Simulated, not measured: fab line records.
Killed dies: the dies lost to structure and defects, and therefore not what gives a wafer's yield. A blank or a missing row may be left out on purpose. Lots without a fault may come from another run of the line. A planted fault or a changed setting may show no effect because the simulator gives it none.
Struck lot and sound lot, side by side -- flow sky130 -- 22 out of 708 route steps
Sound: these wafers, L792.1, L792.2, L792.6. The struck wafers were L805.1, L805.5, L805.6. Last of all comes the cause.
Order at every step that has rows: each side's tool, ch and its chambers, its first start. Under that, the readings that differ: sound wafers -- struck wafers -- difference of the means -- sigmas: that difference in standard deviations of wafers without a fault.
alike: readings with means less than 2 such deviations apart, plus words and numbers identical on both sides. not compared: withheld readings, readings lacking a value on some wafer, bounds such as >300 that could conceal the same value, and numbers that have no deviation in the record and whose values overlap.
The two part at a step that has a row with sigmas, a row that says differs or no value, or rows on one side only. Numbers that have no deviation but don't overlap get no sigmas and don't part them. Lack of a reading on every wafer of one side parts them only where that side has two or more wafers.

first, 1 step without rows for these wafers: SKY_LOCAL_INTERCONNECT_CLEAN_18 (cleans in O3/DIW).
SKY_CONTACT_CVD_00: deposits Si3N4, target thk 75 nm.
  sound on pecvd-02 ch 0,2, day 31 06:25; struck on pecvd-04 ch 0,2, day 35 03:54
  alike: heater_power_outer_w, heater_power_w, susceptor_temp_C
SKY_CONTACT_THK_MEAS_01:
  struck on film_metro-04, day 35 03:57; sound on film_metro-01, day 31 06:27
  alike: CONTACT_CVD_00_THK
then, 1 step without rows for these wafers: SKY_CONTACT_HDPCVD_02 (deposits SiO2, target thk 565 nm, time 94.2 s).
SKY_CONTACT_THK_MEAS_03:
  struck on film_metro-01, day 35 04:05; sound on film_metro-03, day 31 06:34
  alike: CONTACT_HDPCVD_THK
SKY_CONTACT_CMP_04: polishes SiO2.
  sound on cmp-02 ch 2,3, day 31 06:38; struck on cmp-01 ch 0,1,2, day 35 04:14
  alike: motor_current_A, time_to_endpoint_s
SKY_CONTACT_BOW_MEAS_05:
  struck on film_metro-03, day 35 04:26; sound on film_metro-01, day 31 06:56
  alike: CONTACT_BOW
then, 5 steps without rows for these wafers: SKY_CONTACT_DEHYDRATE_06 (time 60 s); SKY_CONTACT_HMDS_07 (prime time 60 s); SKY_CONTACT_COAT_08 (resist thk 60 nm); SKY_CONTACT_COAT_09 (resist thk 450 nm); SKY_CONTACT_SOFTBAKE_10 (time 90 s).
SKY_CONTACT_EXPOSE_11: exposes mask CTM1, target cd 170 nm.
  sound on krf_scanner-02 ch 0, day 31 21:09; struck on krf_scanner-01 ch 0, day 35 17:17
  alike: mask
then, 2 steps without rows for these wafers: SKY_CONTACT_PEB_12; SKY_CONTACT_DEVELOP_13 (develop time 60 s).
SKY_CONTACT_CD_MEAS_14: the cd target is 170 nm.
  struck on cd_sem-01, day 36 07:08; sound on cd_sem-01, day 32 10:22
  alike: cd_nm
SKY_CONTACT_OVL_MEAS_15:
  struck on overlay-01, day 36 07:15; sound on overlay-01, day 32 10:29
  alike: CONTACT_OVL
SKY_CONTACT_ETCH_16: etches BARC in N2/H2, stops on SiO2, time 45.9 s, target depth 60 nm.
  sound on rie_diel-01 ch 0,2,3, day 32 10:31; struck on rie_diel-01 ch 0,1, day 36 07:17
  alike: drypump_motor_current_A, oes_product_au, throttle_valve_pct
  not compared: rf_hours_counter_h, model.CONTACT.cd_nm
SKY_CONTACT_ETCH_17: etches SiO2 in C4F8/O2/Ar, stops on Si3N4, target depth 340 nm.
  sound on rie_diel-01 ch 0,2,3, day 32 10:34; struck on rie_diel-01 ch 0,1, day 36 07:20
  alike: oes_product_au
SKY_CONTACT_ETCH_18: etches Si3N4 in CHF3/O2, stops on TiN, time 39 s, target depth 75 nm.
  sound on rie_diel-01 ch 0,2,3; struck on rie_diel-01 ch 0,1
  alike: chf3_flow_sccm, drypump_motor_current_A, oes_product_au, throttle_valve_pct
  not compared: rf_hours_counter_h, model.CONTACT.cd_nm
SKY_CONTACT_STRIP_19: strips in O2/N2.
  sound on plasma_asher-03 ch 0,1, day 32 10:39; struck on plasma_asher-03 ch 0,1, day 36 07:25
  alike: drypump_motor_current_A, oes_product_au, strip_time_to_endpoint_s
  not compared: rf_hours_counter_h
-- the record jumps here: 13 days lie between the struck wafers' starts before and after (it left off in module CONTACT and takes up again in module PAD_OPEN, whose first step shown is number 708 of the route) --
SKY_PAD_OPEN_PROBE_99:
  struck on prober-01, day 49 09:22; sound on prober-02, day 46 11:12
reading,sound,struck,difference,sigmas
killed_open,53 58 48,35 30 55,-13,-2
  alike: killed_at_M0_to_M3, killed_at_M4_up, killed_at_contacts, killed_at_front_end, killed_at_other, killed_dies, killed_on_rim, killed_short

WHERE THEY PART
Only at SKY_PAD_OPEN_PROBE_99, as far as this record shows.

WHY: what the simulator had put in
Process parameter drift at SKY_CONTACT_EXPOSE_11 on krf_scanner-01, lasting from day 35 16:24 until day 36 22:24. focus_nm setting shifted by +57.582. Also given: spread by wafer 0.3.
